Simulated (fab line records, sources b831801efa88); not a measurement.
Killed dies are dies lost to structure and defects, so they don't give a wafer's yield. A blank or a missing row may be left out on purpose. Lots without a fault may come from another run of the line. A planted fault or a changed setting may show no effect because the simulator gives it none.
Which tool did it? | flow gf180mcu | 14 lots, 42 wafers sampled, at 3 steps of a route of 602

WHAT THE GAUGES READ, wafer by wafer
GF_V5_THK_MEAS_03. Usual: V5_CVD_02_THK 1455 nm, standard deviation 23.
lot  | measured     | on            | V5_CVD_02_THK (nm) | flag
L259 | day 26 02:46 | film_metro-02 | 1460 1504 1472     |
L260 | day 26 12:32 | film_metro-02 | 1439 1481 1483     |
L262 | day 27 08:06 | film_metro-01 | 1419 1411 1420     |
L264 | day 27 23:39 | film_metro-02 | 1425 1451 1452     |
L266 | day 28 14:06 | film_metro-02 | 1419 1448 1458     |
L268 | day 29 05:07 | film_metro-01 | 1466 1467 1471     |
L271 | day 30 01:46 | film_metro-01 | 1458 1484 1482     |
L273 | day 30 15:19 | film_metro-02 | 1446 1441 1451     |
L275 | day 31 05:35 | film_metro-04 | 1446 1432 1430     |
L276 | day 31 07:03 | film_metro-01 | 1458 1464 1494     |
L278 | day 31 20:03 | film_metro-01 | 1468 1472 1485     |
L279 | day 32 02:29 | film_metro-01 | 1443 1423 1421     |
L280 | day 32 05:04 | film_metro-02 | 1453 1407 1456     |
L281 | day 32 14:17 | film_metro-04 | 1469 1432 1459     |

GF_V5_THK_MEAS_25: measures by xrf. Usual: V5_W_THK 353 nm, standard deviation 4.9.
lot  | measured     | on            | V5_W_THK (nm) | flag
L259 | day 27 00:35 | film_metro-04 | 352 348 354   |
L260 | day 27 10:15 | film_metro-04 | 356 357 356   |
L262 | day 28 05:14 | film_metro-04 | 348 350 349   |
L264 | day 28 20:46 | film_metro-04 | 351 350 346   |
L266 | day 29 11:04 | film_metro-02 | 348 361 350   |
L268 | day 30 01:28 | film_metro-01 | 357 352 355   |
L271 | day 30 21:14 | film_metro-01 | 361 351 361   |
L273 | day 31 10:34 | film_metro-02 | 362 364 355   |
L275 | day 32 00:17 | film_metro-02 | 354 358 350   |
L276 | day 32 01:21 | film_metro-01 | 356 354 346   |
L278 | day 32 14:39 | film_metro-04 | 353 353 355   |
L279 | day 32 20:37 | film_metro-01 | 346 349 344   |
L280 | day 32 22:52 | film_metro-01 | 351 346 344   |
L281 | day 33 08:12 | film_metro-02 | 359 362 347   |

WHICH TOOL RAN EACH LOT (tool, then ch and the chambers of the sampled wafers, then the start)
lot  | GF_MVSD_DEVELOP_06
L259 | litho_track-02 ch 0, day 4 09:00
L260 | litho_track-04 ch 0, day 4 14:00
L262 | litho_track-03 ch 0, day 5 01:00
L264 | litho_track-03 ch 0, day 5 16:00
L266 | litho_track-04 ch 0, day 6 03:00
L268 | litho_track-03 ch 0, day 6 14:00
L271 | litho_track-02 ch 0, day 7 08:00
L273 | litho_track-04 ch 0, day 7 20:00
L275 | litho_track-04 ch 0, day 8 08:00
L276 | litho_track-04 ch 0, day 8 13:00
L278 | litho_track-03 ch 0, day 9 00:00
L279 | litho_track-02 ch 0, day 9 06:00
L280 | litho_track-03 ch 0, day 9 10:00
L281 | litho_track-02 ch 0, day 9 16:00
- GF_MVSD_DEVELOP_06: develop time 60 s.

WHAT THE TOOLS THEMSELVES READ (means of the sampled wafers that have a number; where no wafer has one, the mark that the record gives instead)
The record holds no such reading with a usual standard deviation.

THE ANSWER, worked out from the rows above alone
Rule: a lot is off if the mean of its wafers that have a number lies more than 3 standard deviations from the usual mean. A lot without any number at a reading at which 4 lots or more have one is off too. The other lots that the step has rows for count as sound. The gauges are gone through in route order, then the tools' own readings, and for those a lot's mean is taken as printed above. The first step at which some lot is off is used, and at that step the reading that is off furthest; a lot without a number counts as furthest.
No lot is off at any reading shown: from this, nothing can be told.

WHAT THE SIMULATOR HAD PUT IN
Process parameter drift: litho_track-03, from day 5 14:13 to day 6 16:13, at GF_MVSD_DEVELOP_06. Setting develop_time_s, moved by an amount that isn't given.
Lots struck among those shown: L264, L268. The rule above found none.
